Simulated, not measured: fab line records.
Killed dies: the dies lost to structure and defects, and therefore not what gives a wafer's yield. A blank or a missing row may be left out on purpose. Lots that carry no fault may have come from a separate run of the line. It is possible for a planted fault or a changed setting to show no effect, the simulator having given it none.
fab line records	flow sky130
[record] lots = 6	wafers = 18	lastDay = 48
route steps=708 shown METAL2@497 VIA2@507 METAL3@532 CAPM@537 PAD_OPEN@708
lots that met no fault: taken from a fault-free run of the same line
startH: the number of hours between the record's first day and the start of the first shown wafer of the lot	waitH: how many hours have passed since the lot's step before this one	" the same as in the row above	L1.1+2: several wafers, shown together as one row	- no value present, or no start provided	* or withheld: withheld	< > ~ a bound
route shown NAME@n: a module of which the file shows steps, and the number in the route of the first	usual: mean/standard deviation of fault-free wafers	same: alike in all rows	chamber/n: place in a boat	sites: the reading at each site	_std_site: standard deviation across them	_edge_site: mean of outer sites minus mean of inner sites	radiusMm: for every site, how far away it sits from the centre of the wafer	mask NAME#n: copy n	behind: the last tool/chamber to shape the wafer	hold: why the lot was held/for how many hours/how that ended	device: names the non-switching transistor (n, p or np)	end of line: the route-end tests of the same wafers	a step with no rows: only its recipe	killed: not the wafer's yield, but the dies lost to structure and defects at the first sort	map: dies across one wafer; x = killed, . = not, _ = none there
set.NAME: the setting that was run; set.NAME@STEP: the one run at that earlier step	model.NAME: the simulator's own value behind a step, which no gauge read
a table for each step, a row for each wafer; lots at some steps of the route
services: the hour from which a tool's chamber was out of use, counted from the record's first day as startH (under 0 if before that day), plus the number of hours and why
[[steps]]
[step SKY_METAL2_DEVELOP_14]
[recipe] developTimeS = 60	resist = KrF-thick	devTempC = 21
[step SKY_METAL2_CD_MEAS_15]
[recipe] targetCdNm = 140
[usual] cdNm = 140.0/1.7
lot.wafer	tool	chamber	startH	waitH	cdNm
L799.1	cdSem-02	-	860.70	-	138.2
L799.4	"	-	"	"	139.0
L799.6	"	-	"	"	139.3
L800.1	cdSem-02	-	873.72	-	142.4
L800.3	"	-	"	"	140.9
L800.6	"	-	"	"	141.3
L804.2	cdSem-01	-	896.12	-	141.8
L804.3	"	-	"	"	140.2
L804.6	"	-	"	"	141.5
L803.1	cdSem-02	-	896.26	-	139.6
L803.2	"	-	"	"	137.7
L803.6	"	-	"	"	137.4
L806.2	cdSem-01	-	907.97	-	142.1
L806.3	"	-	"	"	140.5
L806.6	"	-	"	"	140.4
L808.1	cdSem-01	-	927.25	-	140.8
L808.2	"	-	"	"	139.3
L808.5	"	-	"	"	139.4
[step SKY_METAL2_OVL_MEAS_16]
[usual] METAL2_OVL = 4/6
lot.wafer	tool	chamber	startH	waitH	METAL2_OVL[nm]
L799.1	overlay-02	-	860.82	0.1	-4
L799.4	"	-	"	"	-1
L799.6	"	-	"	"	-8
L800.1	overlay-01	-	873.84	0.1	15
L800.3	"	-	"	"	7
L800.6	"	-	"	"	4
L804.2	overlay-01	-	896.22	0.1	-3
L804.3	"	-	"	"	10
L804.6	"	-	"	"	8
L803.1	overlay-02	-	896.38	0.1	16
L803.2	"	-	"	"	14
L803.6	"	-	"	"	7
L806.2	overlay-01	-	908.07	0.1	3
L806.3	"	-	"	"	1
L806.6	"	-	"	"	-1
L808.1	overlay-02	-	927.37	0.1	2
L808.2	"	-	"	"	-1
L808.5	"	-	"	"	-1
[step SKY_METAL2_DESCUM_17]
[recipe] chemistry = O2	sourcePowerW = 150	biasPowerW = 0	pressureMtorr = 10	tempC = 40	timeS = 8
[step SKY_METAL2_ETCH_18]
[recipe] chemistry = N2/H2	target = BARC	ionEnergyEv = 200	biasW = 100	pressureMtorr = 30	n2FlowSccm = 100	h2FlowSccm = 200	icpW = 500	stopOn = SiO2	timeS = 45.9	targetDepthA = 600
[step SKY_METAL2_METAL_ETCH_19]
[recipe] targetDepthA = 3600	stopOn = SiO2	overEtchFrac = 0.3	timeS = 78	chemistry = Cl2/BCl3	resistSidewallDeg = 88	pressureMtorr = 10	icpW = 900	biasW = 48.5	Cl2_flow_sccm = 60	bcl3FlowSccm = 30
[usual] chamberPressureMTorr = 9.999/0.0092	drypumpMotorCurrentA = 5.7/0.37	oesProductAu = 0.854/0.0059	rfFwdPowerW = 895/3	throttleValvePct = 22.265/0.0092
[same] overEtchFrac = 0.3
lot.wafer	tool	chamber	startH	waitH	chamberPressureMTorr	drypumpMotorCurrentA	oesProductAu	rfFwdPowerW	rfHoursCounterH	throttleValvePct
L799.1	rieMetal-04	1	860.95	0.0	10.004	5.8	0.855	897	10	22.259
L799.4	"	1	"	"	9.984	5.8	0.850	892	-	22.256
L799.6	"	1	"	"	9.992	5.8	0.850	895	-	22.265
L800.1	rieMetal-01	1	873.97	0.0	10.001	6.0	0.858	894	16	22.255
L800.3	"	1	"	"	10.005	6.0	0.866	896	-	22.251
L800.6	"	0	"	"	10.013	4.9	0.864	894	-	22.273
L804.2	rieMetal-01	0	896.47	0.1	10.002	4.9	0.853	898	-	22.282
L804.3	"	0	"	"	9.989	4.9	0.849	892	-	22.270
L804.6	"	0	"	"	10.000	4.8	0.856	895	-	22.271
L803.1	rieMetal-03	1	896.51	0.0	9.994	5.4	0.854	899	14	22.267
L803.2	"	0	"	"	9.980	5.9	0.858	899	12	22.264
L803.6	"	1	"	"	10.000	5.4	0.864	893	-	22.283
L806.2	rieMetal-01	0	908.32	0.1	9.995	4.9	0.846	902	-	22.264
L806.3	"	0	"	"	10.005	4.8	0.849	900	-	22.272
L806.6	"	0	"	"	10.014	4.9	0.857	896	-	22.261
L808.1	rieMetal-04	1	927.50	0.0	10.003	5.7	0.856	894	13	22.255
L808.2	"	0	"	"	10.020	5.9	0.850	895	13	22.263
L808.5	"	1	"	"	9.997	5.8	0.855	895	-	22.262
[step SKY_METAL2_STRIP_20]
[recipe] chemistry = O2/N2	powerW = 1400	pressureMtorr = 1500	platenTempC = withheld	o2FlowSccm = 3000	n2FlowSccm = 300	overashFraction = 0.5
[usual] chamberPressureMTorr = 1500/5.6	drypumpMotorCurrentA = 6.0/0.44	oesProductAu = 0.343/0.0057	stripTimeToEndpointS = 2.72/0.072
lot.wafer	tool	chamber	startH	waitH	chamberPressureMTorr	drypumpMotorCurrentA	oesProductAu	rfHoursCounterH	stripTimeToEndpointS
L799.1	plasmaAsher-01	1	861.04	0.1	1499	5.9	0.362	76	2.77
L799.4	"	0	"	"	1499	6.7	0.351	-	2.75
L799.6	"	0	"	"	1500	6.7	0.349	-	2.77
L800.1	plasmaAsher-03	0	874.06	0.1	1501	5.6	0.344	13	2.61
L800.3	"	0	"	"	1499	5.6	0.341	-	2.61
L800.6	"	1	"	"	1500	6.1	0.339	-	2.60
L803.1	plasmaAsher-03	0	896.60	0.1	1500	5.5	0.349	15	2.74
L803.2	"	1	"	"	1498	6.1	0.344	15	2.69
L803.6	"	0	"	"	1498	5.6	0.349	-	2.76
L804.2	plasmaAsher-01	1	896.62	0.1	1502	5.9	0.337	80	2.66
L804.3	"	1	"	"	1502	5.9	0.338	-	2.65
L804.6	"	1	"	"	1499	5.9	0.344	-	2.69
L806.2	plasmaAsher-03	0	908.47	0.1	1500	5.5	0.347	17	2.67
L806.3	"	1	"	"	1500	6.1	0.339	-	2.63
L806.6	"	0	"	"	1502	5.5	0.353	-	2.68
L808.1	plasmaAsher-04	1	927.59	0.1	1500	6.4	0.343	109	2.75
L808.2	"	0	"	"	1499	5.4	0.355	109	2.83
L808.5	"	0	"	"	1498	5.4	0.348	-	2.75
[step SKY_METAL2_STRIP_21]
[recipe] chemistry = postEtchResidueRemover	timeS = 1200	tempC = 72.5
[step SKY_METAL2_CLEAN_22]
[recipe] chemistry = IPA	timeS = 180	tempC = 25
[step SKY_METAL2_CLEAN_23]
[recipe] chemistry = O3/DIW	dry = n2Spin
[step SKY_VIA2_HDPCVD_00]
[recipe] material = SiO2	targetThkNm = 1180	sigmaOpenFrac = 0.3	timeS = 196.7	tempC = 400	sih4FlowSccm = 60	pressureMtorr = 6
[step SKY_VIA2_THK_MEAS_01]
[recipe] reads = SiO2_of_VIA2_HDPCVD_00
[usual] VIA2_HDPCVD_THK = 1184/17
lot.wafer	tool	chamber	startH	waitH	VIA2_HDPCVD_THK[nm]
L799.1	filmMetro-01	-	861.76	0.1	1189
L799.4	"	-	"	"	1194
L799.6	"	-	"	"	1186
L800.1	filmMetro-02	-	874.77	0.1	1160
L800.3	"	-	"	"	1151
L800.6	"	-	"	"	1197
L803.1	filmMetro-02	-	897.32	0.1	1182
L803.2	"	-	"	"	1198
L803.6	"	-	"	"	1189
L804.2	filmMetro-01	-	897.35	0.1	1202
L804.3	"	-	"	"	1183
L804.6	"	-	"	"	1203
L806.2	filmMetro-02	-	909.20	0.1	1171
L806.3	"	-	"	"	1173
L806.6	"	-	"	"	1205
L808.1	filmMetro-03	-	928.32	0.1	1190
L808.2	"	-	"	"	1163
L808.5	"	-	"	"	1201
[step SKY_VIA2_CMP_02]
[recipe] material = SiO2	downForcePsi = 4	platenRpm = 60	padVelocityMS = 0.94248
[usual] motorCurrentA = 11.4/0.86
lot.wafer	tool	chamber	startH	waitH	motorCurrentA
L799.4	cmp-02	2	861.92	0.1	12.1
L799.1	"	3	"	"	11.9
L799.6	"	1	"	"	12.0
L800.3	cmp-02	2	874.83	0.0	12.0
L800.1	"	1	"	"	12.3
L800.6	"	2	"	"	12.1
L803.1	cmp-02	0	897.38	0.1	10.7
L803.2	"	1	"	"	12.1
L803.6	"	1	"	"	11.7
L804.2	cmp-01	1	897.40	0.0	9.7
L804.3	"	3	"	"	11.4
L804.6	"	2	"	"	12.5
L806.3	cmp-01	1	909.25	0.0	9.7
L806.2	"	2	"	"	12.8
L806.6	"	2	"	"	12.2
L808.2	cmp-01	2	928.38	0.0	12.7
L808.1	"	1	"	"	9.4
L808.5	"	2	"	"	12.4
[step SKY_VIA2_BOW_MEAS_03]
[recipe] mode = bow
[usual] VIA2_BOW = 87/8
lot.wafer	tool	chamber	startH	waitH	VIA2_BOW[um]
L799.1	filmMetro-02	-	862.12	0.1	61
L799.4	"	-	"	"	92
L799.6	"	-	"	"	68
L800.1	filmMetro-02	-	875.13	0.1	78
L800.3	"	-	"	"	74
L800.6	"	-	"	"	83
L803.1	filmMetro-01	-	897.68	0.2	87
L803.2	"	-	"	"	80
L803.6	"	-	"	"	95
L804.2	filmMetro-02	-	897.72	0.3	90
L804.3	"	-	"	"	83
L804.6	"	-	"	"	103
L806.2	filmMetro-01	-	909.57	0.2	94
L806.3	"	-	"	"	86
L806.6	"	-	"	"	86
L808.1	filmMetro-03	-	928.68	0.1	85
L808.2	"	-	"	"	89
L808.5	"	-	"	"	92
[step SKY_VIA2_DEHYDRATE_04]
[recipe] tempC = 200	timeS = 60
[step SKY_VIA2_HMDS_05]
[recipe] primeTimeS = 60	primeTempC = 120
[step SKY_VIA2_COAT_06]
[recipe] resist = BARC	tempC = withheld	timeS = withheld	spinRpm = 3000	resistThkNm = 60
[step SKY_VIA2_COAT_07]
[recipe] resist = KrF-thick	spinRpm = 3000	resistThkNm = 450
[step SKY_VIA2_SOFTBAKE_08]
[recipe] tempC = 100	timeS = 90	resist = KrF-thick
[step SKY_VIA2_EXPOSE_09]
[recipe] maskId = VIM2	na = 0.8	sourceShape = annular	sigmaInner = 0.55	sigmaOuter = 0.85	targetCdNm = 200	doseMj = 38
[step SKY_VIA2_PEB_10]
[recipe] pebTempC = withheld	pebTimeS = withheld	resist = KrF-thick
[step SKY_VIA2_DEVELOP_11]
[recipe] developTimeS = 60	resist = KrF-thick	devTempC = 21
[step SKY_VIA2_CD_MEAS_12]
[recipe] targetCdNm = 200
[usual] cdNm = 199.7/1.7
lot.wafer	tool	chamber	startH	waitH	cdNm
L799.1	cdSem-02	-	887.95	-	199.7
L799.4	"	-	"	"	199.1
L799.6	"	-	"	"	198.6
L800.1	cdSem-02	-	900.55	-	199.9
L800.3	"	-	"	"	199.0
L800.6	"	-	"	"	199.9
L803.1	cdSem-02	-	922.55	-	199.0
L803.2	"	-	"	"	199.0
L803.6	"	-	"	"	199.6
L804.2	cdSem-01	-	923.07	-	198.8
L804.3	"	-	"	"	199.3
L804.6	"	-	"	"	197.6
L806.2	cdSem-01	-	934.17	-	199.8
L806.3	"	-	"	"	199.1
L806.6	"	-	"	"	199.4
L808.1	cdSem-02	-	953.00	-	198.3
L808.2	"	-	"	"	197.6
L808.5	"	-	"	"	198.6
[step SKY_VIA2_OVL_MEAS_13]
[usual] VIA2_OVL = 2/5.5
lot.wafer	tool	chamber	startH	waitH	VIA2_OVL[nm]
L799.1	overlay-01	-	888.07	0.1	14
L799.4	"	-	"	"	6
L799.6	"	-	"	"	5
L800.1	overlay-01	-	900.67	0.1	4
L800.3	"	-	"	"	11
L800.6	"	-	"	"	5
L803.1	overlay-01	-	922.67	0.1	-3
L803.2	"	-	"	"	5
L803.6	"	-	"	"	5
L804.2	overlay-01	-	923.17	0.1	10
L804.3	"	-	"	"	2
L804.6	"	-	"	"	0
L806.2	overlay-02	-	934.27	0.1	-5
L806.3	"	-	"	"	1
L806.6	"	-	"	"	-6
L808.1	overlay-01	-	953.12	0.1	11
L808.2	"	-	"	"	4
L808.5	"	-	"	"	6
[step SKY_VIA2_ETCH_14]
[recipe] chemistry = N2/H2	target = BARC	ionEnergyEv = 200	sourceW = 500	biasW = 100	pressureMtorr = 30	n2FlowSccm = 100	h2FlowSccm = 200	stopOn = SiO2	timeS = 45.9	targetDepthA = 600
[step SKY_VIA2_ETCH_15]
[recipe] target = SiO2	chemistry = C4F8/O2/Ar	targetDepthNm = 546	stopOn = TiN	maskMaterial = KrF-thick	sourceW = 1500	biasW = 1200	pressureMtorr = 40	c4f8FlowSccm = withheld	O2_flow_sccm = 6	Ar_flow_sccm = 300	timeS = 85.76
[step SKY_VIA2_STRIP_16]
[recipe] chemistry = O2/N2	powerW = 1400	pressureMtorr = 1500	platenTempC = withheld	o2FlowSccm = 3000	n2FlowSccm = 300	overashFraction = 0.5
[step SKY_VIA2_STRIP_17]
[recipe] chemistry = postEtchResidueRemover	timeS = 1200	tempC = 72.5
[step SKY_VIA2_CLEAN_18]
[recipe] chemistry = IPA	timeS = 180	tempC = 25
[step SKY_VIA2_CLEAN_19]
[recipe] chemistry = O3/DIW	dry = n2Spin
[step SKY_VIA2_SPUTTER_20]
[recipe] material = TiN	targetThkNm = 20	chamberPressurePa = 5	powerW = 4000	timeS = 80
[usual] throttleValvePct = 30.2/0.72
lot.wafer	tool	chamber	startH	waitH	throttleValvePct
L799.1	pvdSputter-03	-	888.80	0.0	29.6
L799.4	"	-	"	"	30.6
L799.6	"	-	"	"	30.4
L800.1	pvdSputter-04	-	901.40	0.0	31.3
L800.3	"	-	"	"	31.3
L800.6	"	-	"	"	31.3
L803.1	pvdSputter-03	-	923.41	0.0	30.5
L803.2	"	-	"	"	29.9
L803.6	"	-	"	"	30.9
L804.2	pvdSputter-02	-	923.91	0.0	29.1
L804.3	"	-	"	"	29.0
L804.6	"	-	"	"	29.2
L806.2	pvdSputter-04	-	935.04	0.0	29.9
L806.3	"	-	"	"	30.3
L806.6	"	-	"	"	31.1
L808.1	pvdSputter-02	-	953.88	0.0	28.8
L808.2	"	-	"	"	30.4
L808.5	"	-	"	"	29.4
[step SKY_VIA2_CVD_21]
[recipe] material = W	targetThkNm = 420	timeS = 126.4	tempC = 400	pressureTorr = 40
[usual] heaterPowerW = 881/27
lot.wafer	tool	chamber	startH	waitH	heaterPowerW
L799.1	cvdW-02	1	888.86	0.0	891
L799.4	"	0	"	"	853
L799.6	"	0	"	"	854
L800.1	cvdW-02	1	901.46	0.0	878
L800.3	"	1	"	"	874
L800.6	"	1	"	"	887
L803.1	cvdW-01	1	923.47	0.0	886
L803.2	"	0	"	"	838
L803.6	"	1	"	"	893
L804.2	cvdW-02	0	923.97	0.0	881
L804.3	"	0	"	"	879
L804.6	"	0	"	"	897
L806.2	cvdW-02	1	935.10	0.0	897
L806.3	"	1	"	"	878
L806.6	"	1	"	"	877
L808.1	cvdW-01	1	953.94	0.0	879
L808.2	"	0	"	"	842
L808.5	"	0	"	"	857
[step SKY_VIA2_RS_MEAS_22]
[recipe] thkMeasGauge = four-point-probe	reads = W_of_VIA2_CVD_21+TiN_of_VIA2_SPUTTER_20
[usual] VIA2_W_RS = 0.2714/0.0029
lot.wafer	tool	chamber	startH	waitH	VIA2_W_RS[ohm/sq]
L799.1	filmMetro-02	-	888.99	0.1	0.2757
L799.4	"	-	"	"	0.2689
L799.6	"	-	"	"	0.2720
L800.1	filmMetro-01	-	901.59	0.1	0.2714
L800.3	"	-	"	"	0.2686
L800.6	"	-	"	"	0.2731
L803.1	filmMetro-01	-	923.60	0.1	0.2731
L803.2	"	-	"	"	0.2697
L803.6	"	-	"	"	0.2721
L804.2	filmMetro-03	-	924.12	0.1	0.2726
L804.3	"	-	"	"	0.2748
L804.6	"	-	"	"	0.2706
L806.2	filmMetro-02	-	935.25	0.1	0.2715
L806.3	"	-	"	"	0.2710
L806.6	"	-	"	"	0.2690
L808.1	filmMetro-02	-	954.07	0.1	0.2739
L808.2	"	-	"	"	0.2736
L808.5	"	-	"	"	0.2726
[step SKY_VIA2_THK_MEAS_23]
[recipe] thkMeasGauge = xrf	reads = W_of_VIA2_CVD_21
[usual] VIA2_W_THK = 424/5.9
lot.wafer	tool	chamber	startH	waitH	VIA2_W_THK[nm]
L799.1	filmMetro-02	-	889.11	0.1	417
L799.4	"	-	"	"	428
L799.6	"	-	"	"	421
L800.1	filmMetro-01	-	901.71	0.1	426
L800.3	"	-	"	"	429
L800.6	"	-	"	"	421
L803.1	filmMetro-01	-	923.72	0.1	422
L803.2	"	-	"	"	427
L803.6	"	-	"	"	424
L804.2	filmMetro-03	-	924.23	0.1	419
L804.3	"	-	"	"	415
L804.6	"	-	"	"	424
L806.2	filmMetro-02	-	935.36	0.1	426
L806.3	"	-	"	"	427
L806.6	"	-	"	"	433
L808.1	filmMetro-02	-	954.19	0.1	425
L808.2	"	-	"	"	425
L808.5	"	-	"	"	426
[step SKY_VIA2_CMP_24]
[recipe] stopOn = SiO2	tOverpolishS = 20	downForcePsi = 3.5	platenRpm = 60	targetThkNm = 0	padVelocityMS = 0.94248
[step SKY_METAL3_SPUTTER_00]
[recipe] material = Ti	targetThkNm = 15	powerW = 3000	timeS = 10	chamberPressurePa = 0.4
[step SKY_METAL3_SPUTTER_01]
[recipe] material = TiN	targetThkNm = 20	powerW = 6500	timeS = 16.7	chamberPressurePa = 0.4
[step SKY_METAL3_SPUTTER_02]
[recipe] material = AlCu	targetThkNm = 735	powerW = 10600	timeS = 39.1	chamberPressurePa = 0.4
[step SKY_METAL3_SPUTTER_03]
[recipe] material = Ti	targetThkNm = 5	powerW = 3000	timeS = 3.3	chamberPressurePa = 0.4
[usual] throttleValvePct = 30.2/1
lot.wafer	tool	chamber	startH	waitH	throttleValvePct
L799.1	pvdSputter-04	-	889.56	0.0	30.0
L799.4	"	-	"	"	31.1
L799.6	"	-	"	"	29.7
L800.1	pvdSputter-04	-	902.16	0.0	29.8
L800.3	"	-	"	"	31.4
L800.6	"	-	"	"	31.0
L803.1	pvdSputter-04	-	924.17	0.0	30.3
L803.2	"	-	"	"	29.9
L803.6	"	-	"	"	31.2
L804.2	pvdSputter-02	-	924.67	0.0	29.0
L804.3	"	-	"	"	28.6
L804.6	"	-	"	"	28.4
L806.2	pvdSputter-01	-	935.79	0.0	30.3
L806.3	"	-	"	"	28.7
L806.6	"	-	"	"	30.4
L808.1	pvdSputter-02	-	954.64	0.0	28.9
L808.2	"	-	"	"	30.6
L808.5	"	-	"	"	29.1
[step SKY_METAL3_SPUTTER_04]
[recipe] material = TiN	targetThkNm = 70	powerW = 6500	timeS = 58.3	chamberPressurePa = 0.4
[step SKY_CAPM_CVD_00]
[recipe] material = SiO2	targetThkNm = 15.5	tempC = 400	timeS = withheld	rfW = 450
[step SKY_CAPM_THK_MEAS_01]
[recipe] reads = SiO2_of_CAPM_CVD_00
[usual] CAPM_CVD_00_THK = 15.47/0.23
lot.wafer	tool	chamber	startH	waitH	CAPM_CVD_00_THK[nm]
L799.1	filmMetro-03	-	889.65	-	15.22
L799.4	"	-	"	"	15.61
L799.6	"	-	"	"	15.44
L800.1	filmMetro-04	-	902.25	-	15.22
L800.3	"	-	"	"	15.30
L800.6	"	-	"	"	15.56
L803.1	filmMetro-04	-	924.26	-	15.62
L803.2	"	-	"	"	15.36
L803.6	"	-	"	"	15.60
L804.2	filmMetro-03	-	924.76	-	15.61
L804.3	"	-	"	"	15.46
L804.6	"	-	"	"	15.74
L806.2	filmMetro-03	-	935.89	-	15.17
L806.3	"	-	"	"	15.48
L806.6	"	-	"	"	15.38
L808.1	filmMetro-02	-	954.73	-	15.33
L808.2	"	-	"	"	15.58
L808.5	"	-	"	"	15.68
[step SKY_PAD_OPEN_PROBE_99]
lot.wafer	tool	chamber	startH	waitH	hold	model.etest.tester.sortNPass	model.etest.tester.sortYieldPct	model.etest.tester.sort_bin_5_pct	model.etest.tester.sort_bin_6_pct	model.etest.tester.sort_bin_3_pct
L799.1	prober-01	-	1105.36	0.1	-	412	83.74	8.537	7.724	0
L799.4	prober-01	-	1105.51	0.2	-	402	81.71	10.37	6.504	1.423
L799.6	prober-01	-	1105.61	0.2	-	397	80.69	11.79	6.504	1.016
L800.1	prober-02	-	1118.77	0.1	-	417	84.76	8.333	6.707	0.2033
L800.3	prober-02	-	1118.87	0.2	-	412	83.74	8.74	5.894	1.626
L800.6	prober-02	-	1119.02	0.2	-	418	84.96	8.537	6.098	0.4065
L803.1	prober-02	-	1134.49	0.1	-	409	83.13	10.98	5.081	0.813
L803.2	prober-02	-	1134.54	0.1	-	416	84.55	7.52	6.911	1.016
L803.6	prober-02	-	1134.74	0.2	-	402	81.71	11.18	5.894	1.22
L804.2	prober-01	-	1134.87	0.1	-	419	85.16	8.333	5.691	0.813
L804.3	prober-01	-	1134.92	0.2	-	415	84.35	9.959	5.488	0.2033
L804.6	prober-01	-	1135.07	0.2	-	413	83.94	10.77	4.878	0.4065
L806.2	prober-01	-	1143.52	0.1	awaitDispo/5.8h/release	249	50.61	30.89	15.24	3.252
L806.3	prober-01	-	1143.57	0.2	awaitDispo/5.8h/release	276	56.1	27.03	13.62	3.252
L806.6	prober-01	-	1143.72	0.2	awaitDispo/5.8h/release	282	57.32	26.42	14.23	2.033
L808.1+2+5	prober-01	-	1157.89	0.1	awaitDispo/1.2h/release	-	-	-	-	-
// killed by level:class
L799.1 CONTACT:geometricParticle:open=9 LI_CONTACT:geometricParticle:open=7 VIA1:geometricParticle:short=6 VIA1:geometricParticle:open=6 VIA2:geometricParticle:short=6 VIA2:geometricParticle:open=6 CONTACT:geometricParticle:short=5 METAL2:geometricParticle:short=5
L799.4 METAL1:geometricParticle:short=12 CONTACT:geometricParticle:open=9 VIA1:geometricParticle:short=9 LI_CONTACT:geometricParticle:short=6 FIELD_ISO:geometricParticle:short=5 VIA1:geometricParticle:open=5 VIA2:geometricParticle:open=5 METAL2:geometricParticle:short=5
L799.6 VIA1:geometricParticle:open=14 VIA3:geometricParticle:open=10 CONTACT:geometricParticle:open=8 LI_CONTACT:geometricParticle:short=7 METAL1:geometricParticle:short=6 METAL2:geometricParticle:short=6 LI_CONTACT:geometricParticle:open=5 FIELD_ISO:geometricParticle:short=3
L800.1 FIELD_ISO:geometricParticle:open=7 LI_CONTACT:geometricParticle:open=6 VIA1:geometricParticle:short=6 VIA1:geometricParticle:open=6 VIA2:geometricParticle:open=6 CONTACT:geometricParticle:open=5 METAL2:geometricParticle:short=5 VIA3:geometricParticle:open=5
L800.3 VIA1:geometricParticle:open=11 CONTACT:geometricParticle:open=8 VIA2:geometricParticle:open=8 FIELD_ISO:geometricParticle:short=5 LI_CONTACT:geometricParticle:open=5 VIA1:geometricParticle:short=5 METAL3:geometricParticle:short=4 METAL1:geometricParticle:short=4
L800.6 VIA3:geometricParticle:open=8 VIA1:geometricParticle:open=7 LI_CONTACT:geometricParticle:open=6 LOCAL_INTERCONNECT:geometricParticle:short=6 CONTACT:geometricParticle:short=5 METAL1:geometricParticle:short=5 FIELD_ISO:geometricParticle:open=4 CONTACT:geometricParticle:open=4
L803.1 VIA1:geometricParticle:open=9 LI_CONTACT:geometricParticle:open=7 METAL1:geometricParticle:short=7 VIA3:geometricParticle:open=7 VIA2:geometricParticle:open=7 POLY_GATE:geometricParticle:open=6 CONTACT:geometricParticle:open=6 LOCAL_INTERCONNECT:geometricParticle:short=4
L803.2 METAL2:geometricParticle:short=11 VIA2:geometricParticle:open=11 VIA1:geometricParticle:open=7 CONTACT:geometricParticle:open=6 METAL1:geometricParticle:short=5 VIA3:geometricParticle:open=4 FIELD_ISO:geometricParticle:short=3 LI_CONTACT:geometricParticle:open=3
L803.6 CONTACT:geometricParticle:short=10 METAL1:geometricParticle:short=9 CONTACT:geometricParticle:open=8 VIA1:geometricParticle:open=7 POLY_GATE:geometricParticle:open=6 LOCAL_INTERCONNECT:geometricParticle:short=6 METAL2:geometricParticle:short=5 FIELD_ISO:geometricParticle:open=4
L804.2 LI_CONTACT:geometricParticle:open=8 FIELD_ISO:geometricParticle:short=6 VIA1:geometricParticle:open=6 VIA2:geometricParticle:open=6 CONTACT:geometricParticle:open=5 VIA1:geometricParticle:short=5 LOCAL_INTERCONNECT:geometricParticle:short=4 METAL1:geometricParticle:short=4
L804.3 LI_CONTACT:geometricParticle:open=10 CONTACT:geometricParticle:open=8 METAL1:geometricParticle:short=8 VIA3:geometricParticle:open=8 LI_CONTACT:geometricParticle:short=5 VIA1:geometricParticle:open=5 VIA1:geometricParticle:short=5 FIELD_ISO:geometricParticle:open=4
L804.6 CONTACT:geometricParticle:open=10 VIA1:geometricParticle:open=9 VIA2:geometricParticle:open=9 FIELD_ISO:geometricParticle:open=5 LI_CONTACT:geometricParticle:open=5 LOCAL_INTERCONNECT:geometricParticle:short=5 VIA2:geometricParticle:short=4 METAL1:geometricParticle:short=4
L806.2 VIA2:unspecified=162 CONTACT:geometricParticle:open=14 VIA1:geometricParticle:open=11 LI_CONTACT:geometricParticle:open=7 FIELD_ISO:geometricParticle:short=6 FIELD_ISO:geometricParticle:open=4 VIA2:geometricParticle:open=4 POLY_GATE:geometricParticle:short=3
L806.3 VIA2:unspecified=149 VIA2:geometricParticle:open=10 METAL2:geometricParticle:short=7 LI_CONTACT:geometricParticle:open=6 VIA3:geometricParticle:open=5 FIELD_ISO:geometricParticle:short=4 VIA1:geometricParticle:short=4 METAL1:geometricParticle:short=4
L806.6 VIA2:unspecified=147 VIA1:geometricParticle:open=11 VIA3:geometricParticle:open=7 VIA1:geometricParticle:short=7 CONTACT:geometricParticle:open=5 CONTACT:geometricParticle:short=4 METAL2:geometricParticle:short=4 VIA2:geometricParticle:short=4
// map L806.2 (x killed, . not)
__________.xx.xx..x._________
________.xxx.x...x...._______
______xx...x...xxxx....x_____
_____xxx..x.x.x..x.xxxx..____
____.x..x.xx.x.xxxx.xxxx..___
___x.xxx..xx.xx..xx.x.x.xxx__
__xx...xx.xxx.x......x.xxxxx_
_xx.xxx...xxx.x.x.xxx.x..x.x.
_........x...x.x.xxxxx..x.xx.
_..xxx.x.xx.....x....x...x.xx
_x.xxx...x......xxxx..xx.x.xx
_....x.x..x...x..x..x.xx.xxxx
_..xx...xxxx.........x..xx.xx
_x.x.x.xx.x...xxx.xx...x.x...
_.xxxxxx..x.x.x..x.....xx....
__..xx.x.xx..xxxx...xxxxx.xx_
___.xx.x.x..xxx.x.xxxxxxx..__
____xx.x.x.x.x.x...x......___
_____x.xxx..xxxx...x.....____
______.xx.xx.x.x.xxxxx.x_____
________xxxxxx.x.x...._______
__________...x..xxx._________
// map L804.6 (x killed, . not)
__________x........x_________
________......x......x_______
______x.x.xx..x..x..x..._____
_____.........x..........____
____........x....x........___
___........................__
__...xx........x...x.x......_
_...x................xx...x..
_....x........xx.x..x........
_..............x.......x.....
_xx....x....x.x....x...x.....
_......x...x...........xx....
_........x..x.x...........x..
_..x...........x..x..x.....x.
_x...x.x.............xx.....x
__.......x....xx......x.x..._
___x...........x....x......__
____.x......xx........x...___
_____........x..x...x...x____
______....x....x...x...._____
________..x......x.x.._______
__________........x._________
[[services]]
tool	chamber	startH	hours	kind
cmp-01	-	840.32	3.9	repair
cvdW-02	1	844.92	16.4	repair
rieMetal-03	1	853.32	9.6	repair
cmp-02	-	858.69	2.2	repair
pvdSputter-02	1	873.81	-	consumableReplace:kit
pvdSputter-02	1	873.81	18.0	scheduledDown
pvdSputter-02	1	873.81	18.0	ventCycle
rieMetal-01	1	883.84	-	clean
rieMetal-01	1	883.84	30.5	scheduledDown
rieMetal-01	1	883.84	30.5	ventCycle
pvdSputter-04	0	886.14	-	consumableReplace:kit
pvdSputter-04	0	886.14	18.0	scheduledDown
pvdSputter-04	0	886.14	18.0	ventCycle
cvdW-01	-	904.00	14.0	pm
pvdSputter-04	-	904.86	0.8	repair
cmp-02	-	908.55	2.2	repair
rieMetal-01	0	914.33	-	clean
rieMetal-01	0	914.33	33.8	scheduledDown
rieMetal-01	0	914.33	33.8	ventCycle
cmp-02	-	920.52	1.4	repair
cmp-01	-	922.82	4.0	pm
cmp-01	-	926.82	-	consumableReplace:conditioner
pvdSputter-02	-	939.27	0.7	repair
pvdSputter-01	-	944.39	1.8	repair
[[key]]
[firstSign] step = SKY_PAD_OPEN_PROBE_99	reading = hold	direction = added
effect none on later readings
[modelEffect] step = SKY_PAD_OPEN_PROBE_99	value = etest.tester.sortNPass	without = 409.7	struck = 269
metAt SKY_VIA2_CMP_02
struckWafers L806.2,L806.3,L806.6,L808.1,L808.2,L808.5
sortLeftOut L808.1,L808.2,L808.5
onsetBetween 897.40 909.25
alsoFits time
[fault] kind = chamberParticleSource	tool = cmp-01	chamber = -	onsetH = 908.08	steps = SKY_VIA2_CMP_02	ratePerVisitCm2 = 0.8325	endH = 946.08
// sortLeftOut: the simulated sort isn't trusted on such a fault, so these wafers' sort isn't shown, and their yield isn't known
